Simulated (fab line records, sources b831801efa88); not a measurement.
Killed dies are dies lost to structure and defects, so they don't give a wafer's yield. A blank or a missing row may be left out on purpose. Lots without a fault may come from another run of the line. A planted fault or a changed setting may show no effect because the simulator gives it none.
Which tool did it? | flow sky130 | 24 lots, 72 wafers sampled, at 4 steps of a route of 708

WHAT THE GAUGES READ, wafer by wafer
SKY_FIELD_ISO_THK_MEAS_25. Usual: FIELD_ISO_CVD_24_THK 594 nm, standard deviation 5.3.
lot  | measured    | on            | FIELD_ISO_CVD_24_THK (nm) | flag
L074 | day 2 05:53 | film_metro-01 | 590 591 593               |
L075 | day 2 12:27 | film_metro-03 | 592 596 589               |
L076 | day 2 17:26 | film_metro-01 | 588 588 594               |
L077 | day 2 23:59 | film_metro-03 | 587 590 592               |
L078 | day 3 04:22 | film_metro-01 | 607 600 603               |
L079 | day 3 11:22 | film_metro-03 | 595 597 593               |
L080 | day 3 12:37 | film_metro-03 | 593 596 591               |
L081 | day 3 18:10 | film_metro-01 | 590 596 594               |
L082 | day 4 01:01 | film_metro-03 | 594 596 589               |
L083 | day 4 09:16 | film_metro-01 | 596 590 592               |
L084 | day 4 13:59 | film_metro-01 | 602 594 600               |
L085 | day 4 18:32 | film_metro-03 | 597 597 598               |
L086 | day 4 23:37 | film_metro-03 | 601 588 599               |
L087 | day 5 03:47 | film_metro-03 | 594 593 588               |
L088 | day 5 09:40 | film_metro-01 | 592 588 589               |
L089 | day 5 14:57 | film_metro-01 | 596 600 595               |
L090 | day 5 18:01 | film_metro-02 | 586 595 594               |
L091 | day 5 23:03 | film_metro-03 | 601 598 600               |
L092 | day 6 04:58 | film_metro-01 | 600 601 592               |
L093 | day 6 10:30 | film_metro-01 | 598 584 590               |
L094 | day 6 14:51 | film_metro-01 | 602 602 598               |
L095 | day 6 20:10 | film_metro-03 | 595 593 597               |
L096 | day 7 02:43 | film_metro-01 | 603 598 605               |
L097 | day 7 09:10 | film_metro-03 | 587 592 592               |

SKY_VIA2_THK_MEAS_23: measures by xrf. Usual: VIA2_W_THK 424 nm, standard deviation 9.8.
lot  | measured     | on            | VIA2_W_THK (nm) | flag
L074 | day 36 00:26 | film_metro-02 | 437 417 417     |
L075 | day 36 15:19 | film_metro-02 | 409 416 413     |
L076 | day 37 02:26 | film_metro-02 | 427 428 429     |
L077 | day 37 06:13 | film_metro-03 | 424 423 423     |
L078 | day 37 20:29 | film_metro-02 | 423 435 418     |
L079 | day 38 04:15 | film_metro-02 | 439 426 420     |
L080 | day 38 01:28 | film_metro-02 | 446 427 440     |
L081 | day 38 14:27 | film_metro-02 | 446 439 424     |
L082 | day 39 00:53 | film_metro-02 | 423 415 418     |
L083 | day 39 10:23 | film_metro-03 | 434 421 424     |
L084 | day 39 17:56 | film_metro-02 | 415 411 428     |
L085 | day 40 00:50 | film_metro-03 | 431 417 432     |
L086 | day 40 03:56 | film_metro-03 | 415 428 433     |
L087 | day 41 06:30 | film_metro-01 | 421 422 444     |
L088 | day 40 16:29 | film_metro-02 | 440 440 420     |
L089 | day 41 01:08 | film_metro-02 | 434 425 416     |
L090 | day 41 01:30 | film_metro-03 | 417 414 409     |
L091 | day 41 09:24 | film_metro-03 | 416 416 415     |
L092 | day 41 14:04 | film_metro-02 | 429 433 421     |
L093 | day 41 22:57 | film_metro-02 | 413 422 417     |
L094 | day 42 10:42 | film_metro-02 | 420 420 425     |
L095 | day 42 10:44 | film_metro-03 | 406 431 405     |
L096 | day 42 18:44 | film_metro-01 | 438 422 421     |
L097 | day 42 23:08 | film_metro-03 | 413 427 413     |

SKY_METAL3_OVL_MEAS_14. Usual: METAL3_OVL -1 nm, standard deviation 5.7.
lot  | measured     | on         | METAL3_OVL (nm) | flag
L074 | day 38 06:03 | overlay-02 | -1 -4 0         |
L075 | day 38 19:21 | overlay-01 | 2 -5 -6         |
L076 | day 39 07:14 | overlay-01 | 1 1 -1          |
L077 | day 39 09:24 | overlay-01 | -2 -6 -4        |
L078 | day 39 23:53 | overlay-01 | 4 2 -1          |
L079 | day 40 08:03 | overlay-01 | -4 9 3          |
L080 | day 40 04:24 | overlay-01 | -8 2 0          |
L081 | day 40 17:01 | overlay-01 | -2 -3 4         |
L082 | day 41 03:29 | overlay-02 | -2 -5 -1        |
L083 | day 41 12:48 | overlay-01 | -7 -12 -9       |
L084 | day 41 19:19 | overlay-02 | -4 5 2          |
L085 | day 42 01:44 | overlay-01 | -3 -4 1         |
L086 | day 42 04:18 | overlay-02 | -5 5 4          |
L087 | day 43 06:36 | overlay-01 | 0 -10 2         |
L088 | day 42 16:59 | overlay-02 | -5 -3 -12       |
L089 | day 43 00:59 | overlay-02 | -3 -3 -11       |
L090 | day 43 01:01 | overlay-01 | -5 1 -10        |
L091 | day 43 09:30 | overlay-02 | 7 -5 0          |
L092 | day 43 14:04 | overlay-01 | 5 8 3           |
L093 | day 43 22:33 | overlay-01 | 0 4 10          |
L094 | day 44 09:15 | overlay-02 | 11 14 10        |
L095 | day 44 09:37 | overlay-02 | -5 -7 -7        |
L096 | day 44 16:43 | overlay-02 | -4 4 -8         |
L097 | day 44 21:28 | overlay-01 | -4 -1 -5        |

WHICH TOOL RAN EACH LOT (tool, then ch and the chambers of the sampled wafers, then the start)
lot  | SKY_METAL1_METAL_ETCH_19
L074 | rie_metal-02 ch 0,1, day 32 13:32
L075 | rie_metal-01 ch 0, day 33 02:53
L076 | rie_metal-04 ch 0,1, day 33 13:59
L077 | rie_metal-04 ch 0,1, day 33 19:14
L078 | rie_metal-01 ch 0,1, day 34 08:35
L079 | rie_metal-04 ch 0,1, day 34 17:01
L080 | rie_metal-04 ch 0,1, day 34 13:54
L081 | rie_metal-02 ch 0,1, day 35 02:03
L082 | rie_metal-02 ch 0,1, day 35 14:58
L083 | rie_metal-04 ch 0,1, day 35 23:11
L084 | rie_metal-02 ch 0,1, day 36 08:04
L085 | rie_metal-01 ch 0,1, day 36 15:31
L086 | rie_metal-01 ch 0,1, day 36 17:49
L087 | rie_metal-01 ch 0,1, day 37 22:56
L088 | rie_metal-04 ch 0,1, day 37 07:38
L089 | rie_metal-02 ch 0,1, day 37 16:10
L090 | rie_metal-01 ch 1, day 37 18:47
L091 | rie_metal-02 ch 0, day 38 01:57
L092 | rie_metal-01 ch 0,1, day 38 06:34
L093 | rie_metal-01 ch 1, day 38 17:17
L094 | rie_metal-02 ch 0, day 39 03:22
L095 | rie_metal-04 ch 0,1, day 39 05:45
L096 | rie_metal-04 ch 0, day 39 13:48
L097 | rie_metal-01 ch 0,1, day 39 18:35
- SKY_METAL1_METAL_ETCH_19: etches the open film in Cl2/BCl3, stops on SiO2, target depth 360 nm, time 78 s.

WHAT THE TOOLS THEMSELVES READ (means of the sampled wafers that have a number; where no wafer has one, the mark that the record gives instead)
SKY_METAL1_METAL_ETCH_19. Usual: chamber_pressure_mTorr 10.000 mTorr, standard deviation 0.0084; drypump_motor_current_A 5.6 A, standard deviation 0.38; oes_product_au 0.856 a.u., standard deviation 0.0057; throttle_valve_pct 22.266 %, standard deviation 0.0087.
lot  | tool         | chamber_pressure_mTorr (mTorr) | drypump_motor_current_A (A) | oes_product_au (a.u.) | throttle_valve_pct (%) | flag
L074 | rie_metal-02 | 10.005                         | 5.7                         | 0.854                 | 22.272                 |
L075 | rie_metal-01 | 9.996                          | 6.1                         | 0.859                 | 22.266                 |
L076 | rie_metal-04 | 10.000                         | 5.2                         | 0.863                 | 22.267                 |
L077 | rie_metal-04 | 9.998                          | 5.1                         | 0.859                 | 22.270                 |
L078 | rie_metal-01 | 9.996                          | 6.0                         | 0.855                 | 22.264                 |
L079 | rie_metal-04 | 10.003                         | 5.1                         | 0.859                 | 22.261                 |
L080 | rie_metal-04 | 9.995                          | 5.2                         | 0.850                 | 22.268                 |
L081 | rie_metal-02 | 9.997                          | 5.7                         | 0.858                 | 22.274                 |
L082 | rie_metal-02 | 10.004                         | 5.7                         | 0.851                 | 22.267                 |
L083 | rie_metal-04 | 10.001                         | 5.2                         | 0.851                 | 22.264                 |
L084 | rie_metal-02 | 9.999                          | 5.7                         | 0.856                 | 22.264                 |
L085 | rie_metal-01 | 9.999                          | 5.9                         | 0.859                 | 22.268                 |
L086 | rie_metal-01 | 9.994                          | 6.1                         | 0.852                 | 22.267                 |
L087 | rie_metal-01 | 10.001                         | 6.1                         | 0.855                 | 22.269                 |
L088 | rie_metal-04 | 10.000                         | 5.1                         | 0.857                 | 22.273                 |
L089 | rie_metal-02 | 10.008                         | 5.7                         | 0.855                 | 22.273                 |
L090 | rie_metal-01 | 10.002                         | 6.0                         | 0.847                 | 22.269                 |
L091 | rie_metal-02 | 9.996                          | 5.6                         | 0.850                 | 22.265                 |
L092 | rie_metal-01 | 9.992                          | 6.0                         | 0.856                 | 22.264                 |
L093 | rie_metal-01 | 10.002                         | 6.0                         | 0.860                 | 22.265                 |
L094 | rie_metal-02 | 10.003                         | 5.6                         | 0.856                 | 22.274                 |
L095 | rie_metal-04 | 9.999                          | 5.2                         | 0.861                 | 22.260                 |
L096 | rie_metal-04 | 10.003                         | 5.1                         | 0.858                 | 22.257                 |
L097 | rie_metal-01 | 9.994                          | 6.0                         | 0.853                 | 22.271                 |

THE ANSWER, worked out from the rows above alone
Rule: a lot is off if the mean of its wafers that have a number lies more than 3 standard deviations from the usual mean. A lot without any number at a reading at which 4 lots or more have one is off too. The other lots that the step has rows for count as sound. The gauges are gone through in route order, then the tools' own readings, and for those a lot's mean is taken as printed above. The first step at which some lot is off is used, and at that step the reading that is off furthest; a lot without a number counts as furthest.
No lot is off at any reading shown: from this, nothing can be told.

WHAT THE SIMULATOR HAD PUT IN
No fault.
